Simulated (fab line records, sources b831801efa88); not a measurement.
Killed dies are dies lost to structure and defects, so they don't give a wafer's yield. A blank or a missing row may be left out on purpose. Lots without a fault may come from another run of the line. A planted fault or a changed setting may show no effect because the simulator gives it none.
Chamber matching | flow sky130 | SKY_VIA2_CMP_02 on cmp-02: 4 sister chambers
The step polishes SiO2. 8 wafers are shown with their chamber, then 8 later ones without.

WAFERS WITH THEIR CHAMBER
wafer  | chamber | motor_current_A (A)
L125.5 | 0       | 9.9
L126.4 | 1       | 11.7
L129.5 | 0       | 9.7
L129.6 | 3       | 12.6
L131.1 | 3       | 13.1
L131.3 | 2       | 10.6
L131.4 | 1       | 11.1
L132.2 | 2       | 10.9

WAFERS WITHOUT THEIR CHAMBER
wafer  | motor_current_A (A)
L132.4 | 10.8
L132.5 | 9.0
L140.2 | 12.9
L140.3 | 10.8
L140.5 | 10.9
L143.3 | 13.4
L143.4 | 11.1
L143.5 | 10.4

WHICH CHAMBER EACH WENT THROUGH
wafer  | from the rows above     | in truth
L132.4 | can't be placed: 2 or 1 | 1
L132.5 | 0                       | 0
L140.2 | 3                       | 3
L140.3 | can't be placed: 2 or 1 | 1
L140.5 | can't be placed: 2 or 1 | 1
L143.3 | 3                       | 3
L143.4 | can't be placed: 1 or 2 | 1
L143.5 | can't be placed: 2 or 0 | 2
Placed correctly: 3 of 8. Can't be placed from these rows: 5 (the true chamber is among the candidates in 5). Placed wrongly: 0.
How it was worked out, from the rows above alone: a wafer's distance from a chamber is the root of the sum, over the readings, of the square of ((its reading less the chamber's mean) divided by the reading's scatter). The wafer belongs to the nearest chamber; if the next one is less than 2 further off, it can't be placed. A chamber's mean is the mean of its shown wafers. The scatter: the root of (the sum of the squares of (reading less its chamber's mean) over the shown wafers, divided by (wafers less chambers)).
